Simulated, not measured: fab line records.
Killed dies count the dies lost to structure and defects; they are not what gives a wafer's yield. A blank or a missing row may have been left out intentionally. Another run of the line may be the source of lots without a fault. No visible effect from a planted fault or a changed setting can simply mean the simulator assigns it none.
Problem report in the 8D (eight disciplines) form, filled by code / flow sky130 / the parts of the form that need people (team, actions taken, sign-off) are left out

## 1. THE ISSUE
Wafers without a fault read 119.12 s, standard deviation 0.2; run length s at SKY_VIA2_SOFTBAKE_08 reads a mean of 108.92 s on 6 wafers belonging to 2 lots. Relative to the usual mean, that is a shift of -51 standard deviations.
The step: time 90 s.
First seen on wafer L904.1, day 40 18:00, on litho track-01. Wafers with a number at this step in the record: 36, from 12 lots. Rule for "out" (also "out of limits"): further than 4 standard deviations from the usual mean. The rest of the wafers with a number are treated as sound.

## 2. WHAT THIS IS AND IS NOT
question=which readings at this step | is=run length s, heater power total W | is not=-
question=which lots | is=L904, L905 | is not=L888, L889, L890, L891, L892, L896, L897, L906, L907, L911
question=which wafers of those lots | is=all that have a number | is not=-
question=read on which tools | is=litho track-01 | is not=litho track-03, litho track-04
question=when | is=from day 40 18:00 | is not=up to then (21 sound wafers); but 9 sound wafers of L906, L907, L911 came after

## 3. THE SUSPECTS, EACH WITH WHAT RULES IT OUT
Counting: a tool stays on the suspect list if, at a process step up to the reading, it processed all lots that are out and no sound lot following the first of them.
- litho track-01 at SKY_VIA2_SOFTBAKE_08 (time 90 s): kept. It ran every lot that is out, first L904 (day 40 18:00), and no sound lot after that; its last sound lot up to then is L897 (day 38 16:00). Its own readings are out on those wafers: heater power total W, run length s.
After counting, what remains is litho track-01 at SKY_VIA2_SOFTBAKE_08.

## 4. THE CAUSE (what the simulator had put in)
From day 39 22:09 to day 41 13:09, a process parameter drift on litho track-01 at SKY_VIA2_SOFTBAKE_08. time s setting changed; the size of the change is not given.
Counting left only this tool.

## 5. SEQUENCE OF EFFECTS, ordered by route
One row per reading whose mean, taken over the struck wafers that have a number, lies over 3 standard deviations from the usual. Readings are gone through only where the record gives a usual standard deviation; hours: the median, over the lots, of the time from a lot's start at the first step in this table giving one to that lot's start at this step; sigmas: the change measured in usual standard deviations.
hours=0; step=SKY_VIA2_SOFTBAKE_08; reading=heater power total W; usual=57.35 W; on struck wafers=59.58; change=+2.23; sigmas=+19
hours=0; step=SKY_VIA2_SOFTBAKE_08; reading=run length s; usual=119.12 s; on struck wafers=108.92; change=-10.20; sigmas=-51
Process steps it contains:
- SKY_VIA2_SOFTBAKE_08: time 90 s.

## 6. WHAT WOULD HAVE CAUGHT IT SOONER
In this record the first reading out of limits was taken at day 40 18:00, 20 hours after the fault began at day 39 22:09.
